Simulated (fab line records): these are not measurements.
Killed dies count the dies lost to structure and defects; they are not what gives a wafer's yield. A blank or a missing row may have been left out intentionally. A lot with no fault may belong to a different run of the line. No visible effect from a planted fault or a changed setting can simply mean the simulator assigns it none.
What tool caused it?    flow sky130    13 lots with 39 wafers sampled at 4 steps, on a route of 708 steps

== WHAT EACH GAUGE READ, for each wafer ==
SKY_VIA2_OVL_MEAS_13.
lot   measured      on          VIA2_OVL (nm)
L591  day 36 10:32  overlay-01  5 4 9
L592  day 36 14:20  overlay-01  0 -2 -2
L595  day 36 19:38  overlay-02  -3 5 -3
L594  day 37 07:18  overlay-02  0 3 -1
L597  day 37 20:14  overlay-02  0 -1 7
L598  day 38 15:17  overlay-02  -3 2 -1
L599  day 38 16:19  overlay-02  16 18 8
L608  day 41 11:30  overlay-02  11 5 5
L609  day 41 12:05  overlay-02  -2 -1 2
L610  day 41 20:05  overlay-02  7 5 10
L612  day 42 08:41  overlay-02  -1 -1 8
L613  day 42 15:03  overlay-02  2 2 2
L614  day 43 06:54  overlay-02  0 -6 -3

SKY_CAPM_OVL_MEAS_12.
lot   measured      on          CAPM_OVL (nm)
L591  day 37 13:43  overlay-01  -0.2 1.4 -0.4
L592  day 37 17:40  overlay-02  1.5 1.5 -0.7
L595  day 37 22:10  overlay-02  -1.6 -1.1 -1.2
L594  day 38 09:52  overlay-01  3.0 2.7 2.9
L608  day 42 13:19  overlay-02  -0.7 -1.9 -1.4
L609  day 42 14:10  overlay-02  -1.0 0.9 1.9
L610  day 42 21:01  overlay-02  -0.5 -1.0 -0.4
L612  day 43 10:34  overlay-02  1.6 -0.5 1.3
L613  day 43 16:01  overlay-01  -2.4 -3.6 -2.6
L614  day 44 07:37  overlay-01  0.7 -2.2 -0.8

== TOOL THAT RAN EACH LOT (tool first, then ch and the chambers of the sampled wafers, then the start) ==
lot   SKY_VIA2_CMP_24                SKY_CAPM_CVD_00
L591  cmp-01 ch 0,1,3, day 36 11:39  pecvd-01 ch 0,2, day 36 12:06
L592  cmp-01 ch 1,2, day 36 15:29    pecvd-04 ch 1,2, day 36 15:56
L595  cmp-01 ch 0,1,2, day 36 20:50  pecvd-04 ch 0,2, day 36 21:14
L594  cmp-02 ch 0,3, day 37 08:29    pecvd-04 ch 0,1,2, day 37 08:53
L597  cmp-02 ch 1,2,3, day 37 21:23  -
L598  cmp-02 ch 1,3, day 38 16:23    -
L599  cmp-02 ch 0,1,3, day 38 17:33  -
L608  cmp-02 ch 1,2,3, day 41 12:39  pecvd-01 ch 0,1, day 41 13:03
L609  cmp-01 ch 1,2,3, day 41 13:17  pecvd-03 ch 1,2, day 41 13:38
L610  cmp-01 ch 0,2, day 41 21:12    pecvd-04 ch 1,2, day 41 21:39
L612  cmp-02 ch 0,1,3, day 42 09:56  pecvd-01 ch 0,1,2, day 42 10:14
L613  cmp-02 ch 0,1,2, day 42 16:11  pecvd-04 ch 0,1,2, day 42 16:38
L614  cmp-01 ch 0,1,3, day 43 08:08  pecvd-04 ch 1,2, day 43 08:29
- SKY_VIA2_CMP_24: polishes, stops on SiO2, t overpolish 20 s, target thk 0 nm.
- SKY_CAPM_CVD_00: deposits SiO2, target thk 15.5 nm.

== WHAT THE TOOLS THEMSELVES READ (means of the sampled wafers that have a number; where no wafer has one, the mark that the record gives instead) ==
SKY_VIA2_CMP_24.
lot   tool    edge-zone-pressure-frac  head-pressure-psi (psi)  motor-current-A (A)  overpolish-run-s (s)  slurry-filter-dp-kPa (kPa)  time-to-endpoint-s (s)
L591  cmp-01  1.001                    3.502                    10.9                 20.001                13.60                       104
L592  cmp-01  1.005                    3.498                    12.2                 20.004                13.44                       103
L595  cmp-01  1.005                    3.498                    11.6                 19.992                13.53                       104
L594  cmp-02  1.002                    3.497                    12.7                 20.009                13.61                       100
L597  cmp-02  -                        -                        -                    -                     -                           -
L598  cmp-02  -                        -                        -                    -                     -                           -
L599  cmp-02  -                        -                        -                    -                     -                           -
L608  cmp-02  1.007                    3.503                    11.8                 19.993                13.39                       97
L609  cmp-01  0.997                    3.493                    12.1                 19.995                13.45                       102
L610  cmp-01  0.996                    3.514                    11.1                 19.996                13.46                       93
L612  cmp-02  1.000                    3.497                    12.2                 19.998                13.52                       101
L613  cmp-02  1.002                    3.501                    12.0                 19.997                13.48                       93
L614  cmp-01  0.997                    3.503                    11.0                 19.990                13.43                       97

SKY_CAPM_CVD_00.
lot   tool      heater-power-w (W)
L591  pecvd-01  766
L592  pecvd-04  723
L595  pecvd-04  680
L594  pecvd-04  647
L608  pecvd-01  745
L609  pecvd-03  814
L610  pecvd-04  711
L612  pecvd-01  771
L613  pecvd-04  653
L614  pecvd-04  671

== THE ANSWER, worked out from the rows above alone ==
Rule: the lots themselves supply what counts as usual. Put in order of their means at a reading, lots are off if they are a third of the lots or fewer, leave a main group of 4 or more, and stand apart from it by a gap of 3 or more times the standard deviation of the main group's means; of several such gaps the widest counts. A main group whose means are all the same, to the digits that the tables above print for the reading, isn't used. Also off: a lot with no number at a reading for which 4 or more lots have one. Any other lot the step has rows for is counted as sound. The gauges are gone through in route order, then the tools' own readings, and for those a lot's mean is taken as printed above. The first step at which some lot is off is used, and at that step the reading that is off furthest; a lot without a number counts as furthest.
Off: L597, L598, L599, at SKY_VIA2_CMP_24 (edge-zone-pressure-frac). Without a number there: L597, L598, L599. Main group: mean 1.001, sd 0.0036.
A tool fits if, at that step or a process step before it, it ran every lot that is off, and no sound lot after the first of them. No candidate that was tried fits.

== WHAT WAS PUT IN BY THE SIMULATOR ==
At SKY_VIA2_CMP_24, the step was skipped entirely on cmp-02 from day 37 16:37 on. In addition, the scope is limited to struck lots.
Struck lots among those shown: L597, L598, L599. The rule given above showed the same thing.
